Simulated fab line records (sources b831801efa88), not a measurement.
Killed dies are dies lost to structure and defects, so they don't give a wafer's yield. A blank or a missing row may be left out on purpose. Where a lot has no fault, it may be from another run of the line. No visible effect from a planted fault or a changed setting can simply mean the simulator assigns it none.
Matching of chambers / flow gf180mcu / 4 sister chambers for GF_V3_CMP_04 on cmp-01
The step polishes SiO2. 4 wafers are shown with their chamber, then 7 later ones without.

== WAFERS, EACH WITH ITS CHAMBER ==
wafer=L675.1; chamber=0; motor_current_A (A)=11.5
wafer=L675.6; chamber=2; motor_current_A (A)=12.8
wafer=L678.1; chamber=3; motor_current_A (A)=10.5
wafer=L678.3; chamber=1; motor_current_A (A)=12.0

== WAFERS WITHOUT THEIR CHAMBER ==
wafer=L678.5; motor_current_A (A)=12.0
wafer=L679.1; motor_current_A (A)=11.5
wafer=L679.2; motor_current_A (A)=12.7
wafer=L679.5; motor_current_A (A)=11.3
wafer=L683.4; motor_current_A (A)=12.1
wafer=L683.5; motor_current_A (A)=11.9
wafer=L683.6; motor_current_A (A)=11.4

== CHAMBER TAKEN BY EACH ==
wafer=L678.5; from the rows above=1; in truth=1
wafer=L679.1; from the rows above=0; in truth=0
wafer=L679.2; from the rows above=2; in truth=2
wafer=L679.5; from the rows above=0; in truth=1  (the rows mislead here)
wafer=L683.4; from the rows above=1; in truth=1
wafer=L683.5; from the rows above=1; in truth=1
wafer=L683.6; from the rows above=0; in truth=0
6 of 7 placed correctly. Can't be placed from these rows: 0. Wrongly placed: 1.
How it was worked out, from the rows above alone: a wafer's distance from a chamber is the root of the sum, over the readings, of the square of ((its reading less the chamber's mean) divided by the reading's scatter). If the next closest chamber is less than 2 further off than the closest, the wafer can't be placed; otherwise it belongs to the closest. Each chamber's mean is taken over the wafers shown for it. The scatter (one wafer shown for each chamber): square how far every hidden wafer sits from the nearest shown wafer, average those squares and take the square root.
